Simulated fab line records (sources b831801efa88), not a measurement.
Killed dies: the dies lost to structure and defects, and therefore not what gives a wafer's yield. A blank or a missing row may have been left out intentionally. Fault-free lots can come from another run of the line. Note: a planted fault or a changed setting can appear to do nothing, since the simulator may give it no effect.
Problem report in the 8D (eight disciplines) form, filled by code + flow sky130 + the parts of the form that need people (team, actions taken, sign-off) are left out

1. WHAT IS WRONG
Across 4 wafers from 3 lots, VT_ADJUST_HVTR_TW at SKY_VT_ADJUST_HVTR_TW_MEAS_11 averages 196.0, while fault-free wafers read 211.1 with a standard deviation of 1.7. That puts it -8.9 standard deviations away from the usual mean.
Earliest sighting: wafer L132.5 on filmMetro-03 at day 12 19:28. The record has a number at this step for 42 wafers belonging to 15 lots. By rule, "out" or "out of limits" means more than 4 standard deviations away from the usual mean. The rest of the wafers with a number are treated as sound.

2. WHAT THIS IS AND IS NOT
| question                    | is                             | is not                                                                                                   |
|-----------------------------|--------------------------------|----------------------------------------------------------------------------------------------------------|
| which readings at this step | VT_ADJUST_HVTR_TW              | -                                                                                                        |
| which lots                  | L132, L133, L134               | L121, L122, L123, L124, L125, L127, L139, L140, L141, L142, L143, L144                                   |
| which wafers of those lots  | L132.5, L133.1, L134.1, L134.5 | L132.2, L133.6                                                                                           |
| read on which gauges        | filmMetro-03, filmMetro-04     | filmMetro-02                                                                                             |
| when                        | from day 12 19:28              | up to then (19 sound wafers); but 19 sound wafers of L133, L139, L140, L141, L142, L143, L144 came after |

3. SUSPECTS, AND WHAT RULES EACH OUT
Counting: a tool at a process step up to the reading stays a suspect if it ran every lot that is out. Sound lots after the first of them don't rule it out here, since some wafers of a struck lot are sound.
- the gauge at SKY_VT_ADJUST_HVTR_TW_MEAS_11: ruled out. Those wafers that are out were read across 2 gauges (filmMetro-03, filmMetro-04).
- implanter-03 at SKY_VT_ADJUST_HVTR_IMPLANT_09: kept. It ran every lot that is out, first L132 (day 12 19:14); its last sound lot up to then is L127 (day 11 05:12). Out on those wafers are its own readings of beamOnS, faradayCurrentUA.
Remaining after the count: implanter-03 at SKY_VT_ADJUST_HVTR_IMPLANT_09.

4. THE CAUSE (what the simulator had put in)
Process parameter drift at SKY_VT_ADJUST_HVTR_IMPLANT_09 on implanter-03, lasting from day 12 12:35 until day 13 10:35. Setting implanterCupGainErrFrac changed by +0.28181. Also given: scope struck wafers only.
This tool alone remained once counting was done.

5. THE CHAIN OF EFFECTS, in route order
Each row: a reading where the mean over the struck wafers with a number is more than 3 standard deviations away from the usual. Readings are gone through only where the record gives a usual standard deviation; hours: the median, over the lots, of the time from a lot's start at the first step in this table giving one to that lot's start at this step; sigmas: the change measured in usual standard deviations.
| hours | step                          | reading           | usual   | on struck wafers | change | sigmas |
|-------|-------------------------------|-------------------|---------|------------------|--------|--------|
| 0     | SKY_VT_ADJUST_HVTR_IMPLANT_09 | beamOnS           | 10.01 s | 7.75             | -2.25  | -12    |
| 0     | SKY_VT_ADJUST_HVTR_IMPLANT_09 | faradayCurrentUA  | 11.83   | 15.31            | +3.48  | +15    |
| 0     | SKY_VT_ADJUST_HVTR_TW_MEAS_11 | VT_ADJUST_HVTR_TW | 211.1   | 196.0            | -15.1  | -8.9   |
Here are the process steps it includes:
- SKY_VT_ADJUST_HVTR_IMPLANT_09

6. WHAT WOULD HAVE CAUGHT IT SOONER
In this record the first reading out of limits at a measuring or inspecting step was taken at day 12 19:28, 7 hours after the fault began at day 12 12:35.
Tool's own readings at SKY_VT_ADJUST_HVTR_IMPLANT_09, beamOnS, faradayCurrentUA: out on all struck wafers the step has rows for; an alarm limit on them would have tripped on the first.
Of the lots that are out (3), L133, L134 began SKY_VT_ADJUST_HVTR_IMPLANT_09 on implanter-03 after day 12 19:28. A hold on the tool at that time would have spared those 2.
